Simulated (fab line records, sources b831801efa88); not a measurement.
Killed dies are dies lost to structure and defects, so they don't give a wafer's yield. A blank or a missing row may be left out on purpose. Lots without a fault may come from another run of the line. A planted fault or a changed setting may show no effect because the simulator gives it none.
Chamber matching | flow sky130 | SKY_CONTACT_CMP_04 on cmp-01: 4 sister chambers
The step polishes SiO2. 16 wafers are shown with their chamber, then 8 later ones without.

WAFERS WITH THEIR CHAMBER
wafer  | chamber | motor_current_A (A) | time_to_endpoint_s (s)
L544.1 | 1       | 10.9                | 82
L544.2 | 3       | 12.7                | 83
L544.6 | 0       | 11.3                | 85
L547.1 | 3       | 12.3                | 82
L547.3 | 0       | 11.3                | 83
L547.6 | 3       | 11.7                | 86
L549.2 | 0       | 11.4                | 81
L549.5 | 0       | 11.1                | 78
L549.6 | 3       | 11.4                | 78
L554.1 | 0       | 11.7                | 86
L554.2 | 2       | 10.1                | 84
L554.5 | 3       | 11.9                | 84
L559.1 | 2       | 9.8                 | 79
L559.5 | 0       | 10.9                | 88
L559.6 | 1       | 11.2                | 78
L560.2 | 2       | 10.0                | 82

SIGNATURES (means of the wafers above)
reading            | chamber 0 | chamber 1 | chamber 2 | chamber 3 | scatter within a chamber
motor_current_A    | 11.283    | 11.050    | 9.967     | 12.000    | 0.354
time_to_endpoint_s | 83.50     | 80.00     | 81.67     | 82.60     | 3.18
Rule: a wafer's distance from a chamber is the root of the sum, over the readings, of the square of ((its reading less the chamber's mean) divided by the reading's scatter). The wafer belongs to the nearest chamber; if the next one is less than 2 further off, it can't be placed. The scatter: the root of (the sum of the squares of (reading less its chamber's mean) over the shown wafers, divided by (wafers less chambers)).

WAFERS WITHOUT THEIR CHAMBER
wafer  | motor_current_A (A) | time_to_endpoint_s (s)
L560.4 | 11.9                | 83
L560.5 | 9.8                 | 80
L561.1 | 10.6                | 81
L561.2 | 11.1                | 81
L561.6 | 9.8                 | 83
L565.2 | 9.5                 | 80
L565.4 | 12.4                | 78
L565.5 | 9.4                 | 78

WHICH CHAMBER EACH WENT THROUGH
wafer  | from the rows above          | in truth
L560.4 | can't be placed: 3 or 0      | 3
L560.5 | 2                            | 2
L561.1 | can't be placed: 1 or 2 or 0 | 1
L561.2 | can't be placed: 1 or 0      | 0
L561.6 | 2                            | 2
L565.2 | 2                            | 2
L565.4 | can't be placed: 3 or 0      | 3
L565.5 | 2                            | 2
Placed correctly: 4 of 8. Can't be placed from these rows: 4 (the true chamber is among the candidates in 4). Placed wrongly: 0.
